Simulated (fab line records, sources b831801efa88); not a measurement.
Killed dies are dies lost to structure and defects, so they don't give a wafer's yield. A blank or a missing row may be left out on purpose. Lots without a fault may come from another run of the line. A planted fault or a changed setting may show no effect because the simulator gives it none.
Chamber matching | flow sky130 | SKY_VIA2_CMP_02 on cmp-01: 4 sister chambers
The step polishes SiO2. 16 wafers are shown with their chamber, then 8 later ones without.

WAFERS WITH THEIR CHAMBER
wafer  | chamber | motor_current_A (A) | head_pressure_psi (psi)
L192.3 | 3       | 12.3                | 4.004
L192.5 | 0       | 11.3                | 3.999
L192.6 | 3       | 12.4                | 4.005
L194.1 | 2       | 10.6                | 4.005
L194.2 | 3       | 11.7                | 4.008
L194.6 | 0       | 10.9                | 4.001
L195.2 | 3       | 12.1                | 4.003
L195.3 | 0       | 11.5                | 4.005
L195.4 | 1       | 13.3                | 4.006
L196.3 | 1       | 13.8                | 3.989
L196.5 | 0       | 10.8                | 4.001
L196.6 | 3       | 12.3                | 3.996
L206.2 | 1       | 13.1                | 4.006
L206.3 | 3       | 12.8                | 4.007
L206.6 | 3       | 12.5                | 3.992
L207.2 | 1       | 13.7                | 4.010

SIGNATURES (means of the wafers above)
reading           | chamber 0 | chamber 1 | chamber 2 | chamber 3 | scatter within a chamber
motor_current_A   | 11.125    | 13.475    | 10.600    | 12.300    | 0.336
head_pressure_psi | 4.00150   | 4.00275   | 4.00500   | 4.00214   | 0.00641
Rule: a wafer's distance from a chamber is the root of the sum, over the readings, of the square of ((its reading less the chamber's mean) divided by the reading's scatter). The wafer belongs to the nearest chamber; if the next one is less than 2 further off, it can't be placed. The scatter: the root of (the sum of the squares of (reading less its chamber's mean) over the shown wafers, divided by (wafers less chambers)).

WAFERS WITHOUT THEIR CHAMBER
wafer  | motor_current_A (A) | head_pressure_psi (psi)
L207.3 | 10.8                | 4.002
L207.5 | 11.2                | 4.005
L214.2 | 12.2                | 4.005
L214.5 | 11.7                | 3.995
L214.6 | 13.4                | 4.008
L215.1 | 11.5                | 4.001
L215.2 | 12.3                | 4.001
L215.6 | 11.2                | 3.991

WHICH CHAMBER EACH WENT THROUGH
wafer  | from the rows above          | in truth
L207.3 | can't be placed: 2 or 0      | 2
L207.5 | can't be placed: 0 or 2      | 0
L214.2 | 3                            | 3
L214.5 | can't be placed: 0 or 3 or 2 | 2
L214.6 | 1                            | 1
L215.1 | can't be placed: 0 or 3 or 2 | 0
L215.2 | 3                            | 3
L215.6 | can't be placed: 0 or 2      | 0
Placed correctly: 3 of 8. Can't be placed from these rows: 5 (the true chamber is among the candidates in 5). Placed wrongly: 0.
